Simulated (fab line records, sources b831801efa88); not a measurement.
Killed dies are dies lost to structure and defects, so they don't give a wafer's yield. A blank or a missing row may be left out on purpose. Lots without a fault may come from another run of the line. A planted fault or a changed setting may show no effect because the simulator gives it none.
Which tool did it? | flow gf180mcu | 6 lots, 18 wafers sampled, at 3 steps of a route of 602

WHAT THE GAUGES READ, wafer by wafer
GF_V4_CD_MEAS_14: target cd 260 nm.
lot  | measured     | on        | cd_nm (nm)
L809 | day 25 15:46 | cd_sem-01 | 260.1 260.9 259.0
L811 | day 26 11:17 | cd_sem-01 | 259.5 259.4 259.3
L815 | day 27 19:04 | cd_sem-01 | 277.8 261.3 259.2
L823 | day 30 00:11 | cd_sem-01 | 258.1 258.2 259.0
L827 | day 30 23:49 | cd_sem-02 | 257.4 259.9 257.9
L828 | day 31 10:17 | cd_sem-01 | 260.4 261.2 260.4

WHICH TOOL RAN EACH LOT (tool, then ch and the chambers of the sampled wafers, then the start)
lot  | GF_M4_SPUTTER_01             | GF_V4_EXPOSE_11
L809 | pvd_sputter-03, day 23 19:31 | krf_scanner-02 ch 0, day 25 05:41
L811 | pvd_sputter-04, day 24 14:50 | krf_scanner-01 ch 0, day 26 01:14
L815 | pvd_sputter-03, day 26 00:18 | krf_scanner-01 ch 0, day 27 09:02
L823 | pvd_sputter-03, day 28 08:42 | krf_scanner-01 ch 0, day 29 14:49
L827 | pvd_sputter-01, day 29 10:21 | krf_scanner-01 ch 0, day 30 15:05
L828 | pvd_sputter-03, day 29 20:58 | krf_scanner-02 ch 0, day 31 01:53
- GF_M4_SPUTTER_01: material TiN, target thk 30 nm, time 25 s.
- GF_V4_EXPOSE_11: exposes mask Via4, target cd 260 nm.

THE ANSWER, worked out from the rows above alone
Rule: what is usual is taken from the lots themselves. Put in order of their means at a reading, lots are off if they are a third of the lots or fewer, leave a main group of 4 or more, and stand apart from it by a gap of 3 or more times the standard deviation of the main group's means; of several such gaps the widest counts. A main group whose means are all the same, to the digits that the tables above print for the reading, isn't used. A lot without any number at a reading at which 4 lots or more have one is off too. The other lots that the step has rows for count as sound.
Off: L815, at GF_V4_CD_MEAS_14 (cd_nm). The main group: mean 259.4 nm, standard deviation 0.88.
A tool fits if, at a process step before that reading, it ran every lot that is off, and no sound lot after the first of them. The gauges at GF_V4_CD_MEAS_14 are tried like those tools. None of those tried fits.

WHAT THE SIMULATOR HAD PUT IN
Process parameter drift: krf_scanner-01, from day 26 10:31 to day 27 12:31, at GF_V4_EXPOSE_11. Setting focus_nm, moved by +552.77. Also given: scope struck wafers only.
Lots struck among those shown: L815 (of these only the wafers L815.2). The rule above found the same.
